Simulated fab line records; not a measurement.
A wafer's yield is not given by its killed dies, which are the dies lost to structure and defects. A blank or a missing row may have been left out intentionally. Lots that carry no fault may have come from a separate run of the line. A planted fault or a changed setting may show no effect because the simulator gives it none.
What tool caused it? | flow sfqLine | 14 lots with 42 wafers sampled at 5 steps, on a route of 325 steps

WHAT THE GAUGES SHOWED, per wafer
SFQ_M3_RS_MEAS_919: measurement is done with a four-point probe.
lot  | measured     | on           | M3_NB_RS (ohm/sq)
L968 | day 30 12:03 | filmMetro-01 | 0.892 0.882 0.896
L969 | day 31 04:05 | filmMetro-02 | 0.872 0.888 0.874
L971 | day 32 07:22 | filmMetro-02 | 0.913 0.916 0.910
L973 | day 32 13:20 | filmMetro-02 | 0.907 0.895 0.889
L974 | day 33 02:34 | filmMetro-01 | 0.883 0.883 0.882
L977 | day 34 00:16 | filmMetro-02 | 0.882 0.893 0.906
L978 | day 34 08:43 | filmMetro-01 | 0.882 0.864 0.882
L980 | day 34 18:35 | filmMetro-02 | 0.885 0.899 0.886
L979 | day 34 19:35 | filmMetro-02 | 0.904 0.885 0.884
L982 | day 35 06:23 | filmMetro-01 | 0.907 0.888 0.891
L983 | day 35 18:22 | filmMetro-01 | 0.899 0.895 0.898
L984 | day 35 23:09 | filmMetro-02 | 0.906 0.886 0.887
L986 | day 36 10:08 | filmMetro-02 | 0.894 0.883 0.891
L991 | day 38 11:31 | filmMetro-01 | 0.896 0.899 0.899

WHICH TOOL RAN EACH LOT (tool, then ch and the chambers of the sampled wafers, then the start)
lot  | SFQ_TRILAYER_M1_STRIP_STRIP_043  | SFQ_TRILAYER_I1_CMP_CMP_046   | SFQ_TRILAYER_I1_METRO_MEASURE_047 | SFQ_TRILAYER_I1_VIA_ETCH_VIA_ETCH_052
L968 | rieMetal-02 ch 0,1, day 11 09:43 | cmp-01 ch 0,2,3, day 11 12:36 | filmMetro-02, day 11 15:43        | rieDiel-03 ch 0,1, day 16 21:53
L969 | rieMetal-04 ch 0,1, day 11 15:43 | cmp-01 ch 0,1,2, day 11 18:36 | filmMetro-02, day 11 21:43        | rieDiel-01 ch 0,2, day 17 05:11
L971 | rieMetal-04 ch 0,1, day 12 06:07 | cmp-02 ch 2,3, day 12 20:35   | filmMetro-03, day 12 23:25        | rieDiel-04 ch 1,2,3, day 18 08:47
L973 | rieMetal-01 ch 0,1, day 12 13:19 | cmp-02 ch 0,1,3, day 13 02:05 | filmMetro-02, day 13 05:13        | rieDiel-01 ch 0,1,3, day 18 14:47
L974 | rieMetal-04 ch 1, day 12 16:55   | cmp-02 ch 0,1,2, day 13 09:05 | filmMetro-02, day 13 11:25        | rieDiel-04 ch 2,3, day 18 21:59
L977 | rieMetal-02 ch 0,1, day 13 15:43 | cmp-01 ch 1,3, day 14 02:10   | filmMetro-03, day 14 05:17        | rieDiel-03 ch 1,2,3, day 20 04:19
L978 | rieMetal-01 ch 0,1, day 13 19:31 | cmp-02 ch 0,2,3, day 14 09:05 | filmMetro-03, day 14 11:49        | rieDiel-03 ch 1,2,3, day 20 09:07
L980 | rieMetal-02 ch 0,1, day 14 15:55 | cmp-01 ch 2,3, day 14 22:35   | filmMetro-02, day 15 01:42        | rieDiel-01 ch 0,2, day 21 07:41
L979 | rieMetal-04 ch 0, day 14 17:07   | cmp-02 ch 0,1,3, day 15 00:05 | filmMetro-03, day 15 02:13        | rieDiel-04 ch 0,2, day 21 08:53
L982 | rieMetal-04 ch 0,1, day 15 05:11 | cmp-02 ch 0,2,3, day 15 06:25 | filmMetro-03, day 15 09:32        | rieDiel-01 ch 0,1, day 21 18:29
L983 | rieMetal-04 ch 0,1, day 15 17:07 | cmp-01 ch 0,2,3, day 15 20:05 | filmMetro-03, day 15 22:42        | rieDiel-01 ch 0,2, day 22 08:53
L984 | rieMetal-04 ch 0, day 15 21:55   | cmp-01 ch 0,3, day 16 01:35   | filmMetro-04, day 16 04:42        | rieDiel-01 ch 1,2,3, day 22 13:41
L986 | rieMetal-01 ch 0,1, day 16 16:14 | cmp-01 ch 1,2,3, day 16 17:59 | filmMetro-03, day 16 20:36        | rieDiel-03 ch 0,2,3, day 23 06:29
L991 | rieMetal-01 ch 0,1, day 18 05:32 | cmp-02 ch 0,1,2, day 18 10:22 | filmMetro-02, day 18 12:59        | rieDiel-03 ch 0,2,3, day 25 07:22
- SFQ_TRILAYER_M1_STRIP_STRIP_043: strips in O2.
- SFQ_TRILAYER_I1_CMP_CMP_046: polishes SiO2.
- SFQ_TRILAYER_I1_METRO_MEASURE_047
- SFQ_TRILAYER_I1_VIA_ETCH_VIA_ETCH_052: etches SiO2 in CHF3, stops on Nb, target depth 260 nm.

AS READ BY THE TOOLS THEMSELVES (means over the sampled wafers that have a number; for cases with no such wafer, the mark the record gives instead)
SFQ_TRILAYER_M1_STRIP_STRIP_043.
lot  | tool        | drypumpMotorCurrentA (A) | oesProductAu (a.u.)
L968 | rieMetal-02 | 5.2                      | 1.010
L969 | rieMetal-04 | 5.8                      | 1.008
L971 | rieMetal-04 | 5.8                      | 1.008
L973 | rieMetal-01 | 5.3                      | 0.994
L974 | rieMetal-04 | 6.2                      | 1.005
L977 | rieMetal-02 | 5.1                      | 1.003
L978 | rieMetal-01 | 5.3                      | 1.007
L980 | rieMetal-02 | 5.1                      | 1.004
L979 | rieMetal-04 | 5.0                      | 1.004
L982 | rieMetal-04 | 5.8                      | 0.998
L983 | rieMetal-04 | 5.4                      | 1.006
L984 | rieMetal-04 | 5.0                      | 0.995
L986 | rieMetal-01 | 5.5                      | 1.006
L991 | rieMetal-01 | 5.3                      | 1.007

SFQ_TRILAYER_I1_CMP_CMP_046.
lot  | tool   | edgeZonePressureFrac | motorCurrentA (A) | retainingRingPressureFrac | timeToEndpointS (s)
L968 | cmp-01 | 1.003                | 10.9              | 1.004                     | 205
L969 | cmp-01 | 1.001                | 10.3              | 1.000                     | 218
L971 | cmp-02 | 0.999                | 9.6               | 1.007                     | 213
L973 | cmp-02 | 0.998                | 10.0              | 0.995                     | 220
L974 | cmp-02 | 1.000                | 10.7              | 0.995                     | 220
L977 | cmp-01 | 0.995                | 8.6               | 0.998                     | 222
L978 | cmp-02 | 0.998                | 10.3              | 1.000                     | 222
L980 | cmp-01 | 1.002                | 10.5              | 1.001                     | 217
L979 | cmp-02 | 1.004                | 10.0              | 1.005                     | 202
L982 | cmp-02 | 1.000                | 10.5              | 1.003                     | 204
L983 | cmp-01 | 1.004                | 11.2              | 1.002                     | 209
L984 | cmp-01 | 0.998                | 11.7              | 0.996                     | 210
L986 | cmp-01 | 1.001                | 9.4               | 1.001                     | 221
L991 | cmp-02 | 1.001                | 10.8              | 1.002                     | 209

SFQ_TRILAYER_I1_METRO_MEASURE_047.
lot  | tool         | thkNm (nm)
L968 | filmMetro-02 | 199.9
L969 | filmMetro-02 | 199.3
L971 | filmMetro-03 | 198.5
L973 | filmMetro-02 | 200.6
L974 | filmMetro-02 | 200.4
L977 | filmMetro-03 | 200.0
L978 | filmMetro-03 | 200.8
L980 | filmMetro-02 | 200.2
L979 | filmMetro-03 | 217.2
L982 | filmMetro-03 | 216.3
L983 | filmMetro-03 | 198.8
L984 | filmMetro-04 | 199.5
L986 | filmMetro-03 | 200.6
L991 | filmMetro-02 | 199.1

SFQ_TRILAYER_I1_VIA_ETCH_VIA_ETCH_052.
lot  | tool       | drypumpMotorCurrentA (A) | oesProductAu (a.u.)
L968 | rieDiel-03 | 5.3                      | 0.857
L969 | rieDiel-01 | 6.0                      | 0.850
L971 | rieDiel-04 | 5.6                      | 0.854
L973 | rieDiel-01 | 5.7                      | 0.857
L974 | rieDiel-04 | 5.6                      | 0.856
L977 | rieDiel-03 | 5.4                      | 0.850
L978 | rieDiel-03 | 5.4                      | 0.854
L980 | rieDiel-01 | 6.2                      | 0.855
L979 | rieDiel-04 | 5.5                      | 0.894
L982 | rieDiel-01 | 5.4                      | 0.891
L983 | rieDiel-01 | 6.2                      | 0.852
L984 | rieDiel-01 | 5.5                      | 0.850
L986 | rieDiel-03 | 5.1                      | 0.850
L991 | rieDiel-03 | 5.1                      | 0.852

THE ANSWER, worked out from the rows above alone
Rule: the lots themselves supply what counts as usual. The widest of any qualifying gaps counts: lots, ordered by their means at a reading, are off when they make up no more than a third of the lots, leave a main group of 4 or more, and stand apart from it by 3 or more times the standard deviation of that group's means. The tables above print the reading to a certain number of digits; a main group whose means all agree to those digits is not used. A lot without any number at a reading at which 4 lots or more have one is off too. The other lots that the step has rows for count as sound. First the gauges in route order, then the tools' own readings, where a lot's mean is used as printed above. The first step at which some lot is off is used, and at that step the reading that is off furthest; a lot without a number counts as furthest.
Off at SFQ_TRILAYER_I1_METRO_MEASURE_047 (thkNm): L979, L982. For the main group the mean is 199.8 nm and the standard deviation 0.73.
A tool fits if, at that step or a process step before it, it ran every lot that is off, and no sound lot after the first of them. Not one of the candidates tried fits.

WHAT THE SIMULATOR PUT IN
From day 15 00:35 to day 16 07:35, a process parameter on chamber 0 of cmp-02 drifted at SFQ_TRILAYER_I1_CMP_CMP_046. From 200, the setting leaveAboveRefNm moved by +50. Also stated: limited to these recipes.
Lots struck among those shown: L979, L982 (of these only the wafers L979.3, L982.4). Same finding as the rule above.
